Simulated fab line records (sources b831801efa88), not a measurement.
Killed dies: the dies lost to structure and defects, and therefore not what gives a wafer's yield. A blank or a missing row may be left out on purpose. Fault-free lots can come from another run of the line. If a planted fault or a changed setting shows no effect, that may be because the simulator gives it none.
Commonality check across tools    flow sky130    Sample size 13 lots and 45 wafers

== WHAT PROMPTED THE OPENING ==
Of 13 lots, 2 have the reading SD_N_RS flagged at SKY_SD_N_RS_MEAS_16. No-fault wafers: 68.47 ohm/sq, standard deviation 0.13.
Rule: a lot gets a flag if all its wafers with a number sit over 4 standard deviations from that mean, or if no wafer of it has a number. As for the other lots, they are considered sound.

lot   measured      on             SD_N_RS (ohm/sq), wafer by wafer     flag
L193  day 27 20:33  film metro-03  68.62 68.68 68.53                    
L194  day 27 23:35  film metro-03  68.54 68.70 68.49                    
L195  day 28 12:14  film metro-02  68.47 68.37 68.40                    
L196  day 28 22:28  film metro-02  68.47 68.52 68.54                    
L198  day 30 01:23  film metro-01  68.64 68.54 68.54                    
L200  day 30 14:05  film metro-02  68.43 68.48 68.27                    
L201  day 30 22:20  film metro-03  68.48 68.54 68.55                    
L202  day 31 01:53  film metro-03  68.78 68.68 68.63                    
L206  day 32 10:08  film metro-03  52.52 52.54 52.67 52.63 52.64 52.65  FLAGGED
L208  day 33 02:27  film metro-01  52.53 52.57 52.68 52.50 52.58 52.60  FLAGGED
L209  day 33 10:10  film metro-03  68.54 68.53 68.63                    
L215  day 35 00:16  film metro-02  68.40 68.31 68.22                    
L216  day 35 13:01  film metro-02  68.35 68.42 68.42                    
On average the flagged lots read 52.59 ohm/sq, which is -15.88 ohm/sq against the usual, or -99 or more standard deviations.

== TOOL THAT RAN EACH LOT ==
The record holds 1 process step before the reading, out of a route of 708 steps. Cell contents, in order: the tool; ch with the chambers the sampled wafers went through; the start.
lot   flag     SKY_SD_N_RTA_14
L193           rtp anneal-02 ch 0, day 27 20:23
L194           rtp anneal-01 ch 0, day 27 23:23
L195           rtp anneal-02 ch 0, day 28 12:04
L196           rtp anneal-01 ch 0, day 28 22:16
L198           rtp anneal-01 ch 0, day 30 01:13
L200           rtp anneal-01 ch 0, day 30 13:55
L201           rtp anneal-02 ch 0, day 30 22:10
L202           rtp anneal-01 ch 0, day 31 01:43
L206  FLAGGED  rtp anneal-01 ch 0, day 32 09:55
L208  FLAGGED  rtp anneal-01 ch 0, day 33 02:17
L209           rtp anneal-02 ch 0, day 33 09:59
L215           rtp anneal-02 ch 0, day 35 00:05
L216           rtp anneal-01 ch 0, day 35 12:50
What the steps here do:
- SKY_SD_N_RTA_14: time 2 s.
- SKY_SD_N_RS_MEAS_16: measures by four-point-probe.

== FLAGGED AGAINST TOTAL, ONE TOOL AT A TIME (gauges that did the reading follow at the end) ==
step                 tool           lots run  flagged  share of the flagged lots  sound lots run after its first flagged lot
SKY_SD_N_RTA_14      rtp anneal-01  8         2        all                        1 (L216)
SKY_SD_N_RTA_14      rtp anneal-02  5         0        none                       -
SKY_SD_N_RS_MEAS_16  film metro-01  2         1        some                       0
SKY_SD_N_RS_MEAS_16  film metro-02  5         0        none                       -
SKY_SD_N_RS_MEAS_16  film metro-03  6         1        some                       1 (L209)

== WHAT THE TABLE PERMITS ==
All flagged lots share 1 row of the table, namely rtp anneal-01 at SKY_SD_N_RTA_14.
- rtp anneal-01 at SKY_SD_N_RTA_14 ran 8 lots, 2 of them flagged. Sound lots followed the first flagged one (L216) on it, something a lasting fault affecting the whole tool could not allow.
Every row of the table either missed a flagged lot or ran a sound lot after the first.

== WHAT WAS PUT IN BY THE SIMULATOR ==
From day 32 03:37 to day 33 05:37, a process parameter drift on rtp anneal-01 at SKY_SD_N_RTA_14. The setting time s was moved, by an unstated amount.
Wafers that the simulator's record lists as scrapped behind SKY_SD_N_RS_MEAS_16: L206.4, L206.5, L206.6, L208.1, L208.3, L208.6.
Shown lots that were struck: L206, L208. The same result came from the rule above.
